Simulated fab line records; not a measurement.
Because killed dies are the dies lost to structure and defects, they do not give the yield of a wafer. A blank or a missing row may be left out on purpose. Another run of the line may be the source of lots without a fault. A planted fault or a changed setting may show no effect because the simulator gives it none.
Which tool was responsible?	flow sky130	Sampling: 13 lots, 39 wafers, 4 of 708 route steps

== WHAT THE GAUGES SHOWED, per wafer ==
SKY_CONTACT_CD_MEAS_14 targets a cd of 170 nm. Usual: cd-nm at 169.6 nm, with a standard deviation of 1.6.
lot	measured	on	cd-nm (nm)	flag
L828	day 31 09:46	cd-sem-02	171.9 170.9 171.7	
L831	day 32 15:19	cd-sem-02	170.8 172.0 172.5	
L833	day 33 07:51	cd-sem-02	171.5 171.2 170.0	
L834	day 33 18:43	cd-sem-01	168.6 170.7 168.9	
L835	day 34 01:28	cd-sem-01	171.1 169.4 171.1	
L836	day 34 06:47	cd-sem-02	171.1 171.4 170.4	
L837	day 34 19:41	cd-sem-02	171.6 169.5 169.5	
L843	day 36 10:38	cd-sem-01	167.0 169.9 168.3	
L846	day 37 05:52	cd-sem-02	171.0 169.7 167.7	
L849	day 38 03:16	cd-sem-01	171.2 169.8 168.0	
L848	day 38 12:56	cd-sem-01	166.0 166.6 165.7	
L850	day 38 18:44	cd-sem-01	168.5 168.9 169.1	
L851	day 38 22:46	cd-sem-01	170.7 170.9 171.6	

== WHAT TOOL EACH LOT RAN ON (gives the tool, then ch and the chambers of the sampled wafers, and finally the start) ==
lot	SKY_LI_CONTACT_SPUTTER_20	SKY_CONTACT_CVD_00	SKY_CONTACT_SOFTBAKE_10
L828	pvd-sputter-03, day 28 23:26	pecvd-04 ch 0,1, day 30 05:49	litho-track-04 ch 0, day 30 19:00
L831	pvd-sputter-01, day 30 06:37	pecvd-04 ch 0,1,2, day 31 11:49	litho-track-01 ch 0, day 32 01:00
L833	pvd-sputter-01, day 30 23:19	pecvd-02 ch 0,2, day 32 04:30	litho-track-02 ch 0, day 32 18:00
L834	pvd-sputter-02, day 31 10:38	pecvd-01 ch 1,2, day 32 15:09	litho-track-04 ch 0, day 33 05:00
L835	pvd-sputter-03, day 31 17:23	pecvd-01 ch 0,1,2, day 32 22:05	litho-track-04 ch 0, day 33 11:00
L836	pvd-sputter-01, day 31 23:20	pecvd-02 ch 0,1,2, day 33 04:24	litho-track-04 ch 0, day 33 18:00
L837	pvd-sputter-01, day 32 12:07	pecvd-02 ch 0,1,2, day 33 17:09	litho-track-02 ch 0, day 34 06:00
L843	pvd-sputter-01, day 34 03:21	pecvd-02 ch 0,2, day 35 07:26	litho-track-04 ch 0, day 35 21:00
L846	pvd-sputter-01, day 34 23:25	pecvd-01 ch 1,2, day 36 03:23	litho-track-04 ch 0, day 36 16:00
L849	pvd-sputter-02, day 35 21:04	pecvd-01 ch 0,2, day 37 01:00	litho-track-01 ch 0, day 37 14:00
L848	pvd-sputter-03, day 36 06:17	pecvd-01 ch 0,1,2, day 37 11:26	litho-track-02 ch 0, day 38 00:00
L850	pvd-sputter-02, day 36 12:44	pecvd-02 ch 0,1, day 37 17:00	litho-track-01 ch 0, day 38 06:00
L851	pvd-sputter-01, day 36 16:53	pecvd-04 ch 0,1, day 37 20:49	litho-track-01 ch 0, day 38 10:00
- SKY_LI_CONTACT_SPUTTER_20: material TiN, target thk 20 nm, time 80 s.
- SKY_CONTACT_CVD_00: deposits Si3N4, target thk 75 nm.
- SKY_CONTACT_SOFTBAKE_10: time 90 s.

== WHAT THE TOOLS THEMSELVES READ (means of the sampled wafers that have a number; where no wafer has one, the mark that the record gives instead) ==
SKY_LI_CONTACT_SPUTTER_20. Usual: throttle-valve-pct at 30.2 %, with a standard deviation of 1.
lot	tool	throttle-valve-pct (%)	flag
L828	pvd-sputter-03	29.5	
L831	pvd-sputter-01	30.2	
L833	pvd-sputter-01	29.8	
L834	pvd-sputter-02	31.3	
L835	pvd-sputter-03	29.8	
L836	pvd-sputter-01	29.9	
L837	pvd-sputter-01	30.1	
L843	pvd-sputter-01	29.7	
L846	pvd-sputter-01	30.4	
L849	pvd-sputter-02	30.8	
L848	pvd-sputter-03	29.8	
L850	pvd-sputter-02	31.4	
L851	pvd-sputter-01	30.8	

SKY_CONTACT_CVD_00. Usual: heater-power-w at 686 W, with a standard deviation of 89.
lot	tool	heater-power-w (W)	flag
L828	pecvd-04	599	
L831	pecvd-04	616	
L833	pecvd-02	691	
L834	pecvd-01	655	
L835	pecvd-01	749	
L836	pecvd-02	736	
L837	pecvd-02	747	
L843	pecvd-02	724	
L846	pecvd-01	612	
L849	pecvd-01	718	
L848	pecvd-01	731	
L850	pecvd-02	693	
L851	pecvd-04	665	

SKY_CONTACT_SOFTBAKE_10. Usual: exhaust-pa 45.1 Pa, standard deviation 0.83; heater-power-total-W 57.37 W, standard deviation 0.12; plate-temp-C 100.01 C, standard deviation 0.11; run-length-s 119.07 s, standard deviation 0.25.
lot	tool	exhaust-pa (Pa)	heater-power-total-W (W)	plate-temp-C (C)	run-length-s (s)	flag
L828	litho-track-04	45.7	57.47	99.96	118.83	
L831	litho-track-01	45.0	57.24	100.07	118.96	
L833	litho-track-02	44.5	57.34	99.81	119.35	
L834	litho-track-04	45.1	57.41	99.98	118.89	
L835	litho-track-04	45.0	57.33	99.97	118.96	
L836	litho-track-04	44.6	57.41	99.99	118.86	
L837	litho-track-02	43.9	57.41	100.07	119.39	
L843	litho-track-04	45.5	62.03	-	99.72	OFF
L846	litho-track-04	45.2	62.01	-	99.58	OFF
L849	litho-track-01	43.9	57.34	100.17	118.99	
L848	litho-track-02	45.5	57.38	99.97	119.39	
L850	litho-track-01	44.9	57.36	100.02	118.87	
L851	litho-track-01	45.7	57.36	100.10	118.90	

== THE ANSWER, worked out from the rows above alone ==
Rule: a lot counts as off when the mean over its wafers that have a number is more than 3 standard deviations away from the usual mean. Also off: a lot with no number at a reading for which 4 or more lots have one. Where the step has rows for the other lots, those lots are counted as sound. First the gauges in route order, then the tools' own readings, where a lot's mean is used as printed above. At the first step where some lot is off, the reading lying furthest off is the one used; lots without a number count as furthest.
Off: L843, L846, at SKY_CONTACT_SOFTBAKE_10 (plate-temp-C). Without a number there: L843, L846.
A tool fits if, at that step or a process step before it, it ran every lot that is off, and no sound lot after the first of them. One fits: SKY_CONTACT_SOFTBAKE_10 on litho-track-04. A fault onset in the window from L836 (day 33 18:00, its last sound lot) to L843 (day 35 21:00, its first lot off) fits.
The tool's own readings at SKY_CONTACT_SOFTBAKE_10 bear it out: on the lots that are off they differ by more than 5 times the standard deviation of the sound lots' means. heater-power-total-W reads 62.02 W there against 57.37 W on the sound lots; run-length-s reads 99.65 s there against 119.04 s on the sound lots.
Blank at SKY_CONTACT_SOFTBAKE_10 on the lots that are off, where sound lots have numbers: plate-temp-C.

== WHAT HAD BEEN PUT IN BY THE SIMULATOR ==
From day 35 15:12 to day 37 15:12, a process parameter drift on litho-track-04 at SKY_CONTACT_SOFTBAKE_10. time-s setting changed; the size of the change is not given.
Shown lots that were struck: L843, L846. The rule above found the same.
